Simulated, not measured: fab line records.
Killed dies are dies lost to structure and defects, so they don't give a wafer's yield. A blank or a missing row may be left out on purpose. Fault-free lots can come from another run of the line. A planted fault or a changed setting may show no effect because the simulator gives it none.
2 desks looking at one fault	flow sfq-line	each desk has only its own numbers; what lay behind them comes last

== FOR THE TOOL OWNER'S DESK: pecvd-02 ==
The tool's own readings at SFQ_TRILAYER_A5B_DEP_PECVD_129 (deposits SiO2 from SiH4/N2O, time 133.33 s, target thk 600 nm): means of the sampled wafers that have a number, for each lot that ran on this tool. The brackets show how far a lot's mean lies from the usual mean; more than 4 standard deviations puts the lot out of limits, marked OUT.
Columns: A = heater-power-w at SFQ_TRILAYER_A5B_DEP_PECVD_129, usual 81 W; B = rf-fwd-power-W at SFQ_TRILAYER_A5B_DEP_PECVD_129, usual 182.4 W; C = throttle-valve-pct at SFQ_TRILAYER_A5B_DEP_PECVD_129, usual 24.5 %
lot	first seen here	A	B	C
L837	day 45 15:28	73	182.4	23.7
L841	day 48 09:59	88	152.3 (-48) OUT	23.8
L843	day 48 23:13	98	153.4 (-46) OUT	23.8
L850	day 60 12:59	82	182.2	25.0
L855	day 61 01:22	78	182.1	24.9
This desk's finding: out of limits on L841, L843; first on L841, day 48 09:59 (rf-fwd-power-W at SFQ_TRILAYER_A5B_DEP_PECVD_129). L837, L850, L855: within limits.

== AT THE METROLOGY DESK ==
What the gauges read for every lot (on any tool): the sampled wafers with a number, averaged. The brackets show how far a lot's mean lies from the usual mean; more than 4 standard deviations puts the lot out of limits, marked OUT.
Columns: A = M5_OVL at SFQ_M5_OVL_MEAS_932, usual 0 nm
lot	first seen here	A
L837	day 45 14:23	1
L841	day 48 08:56	-8
L843	day 48 22:08	1
L850	day 60 11:54	-2
L851	day 60 19:30	5
L855	day 61 00:18	1
Result from this desk: across the 6 lots, nothing is out of limits.

== BROUGHT TOGETHER ==
At day 48 09:59, on L841, L843, the tool owner's desk was in a position to raise an alarm.
From the metrology desk's view, nothing was out of limits.
The metrology desk has L841, L843 on record, within its limits.
Every lot named ran SFQ_TRILAYER_A5B_DEP_PECVD_129 on pecvd-02.

== WHAT THE SIMULATOR HAD PUT IN ==
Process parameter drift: pecvd-02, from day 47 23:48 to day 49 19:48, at SFQ_TRILAYER_A5B_DEP_PECVD_129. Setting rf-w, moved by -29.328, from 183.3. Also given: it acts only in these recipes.
Struck lots among those shown: L841, L843.
Hours from the fault's start to each desk's first reading out of limits: the tool owner's desk, 10.
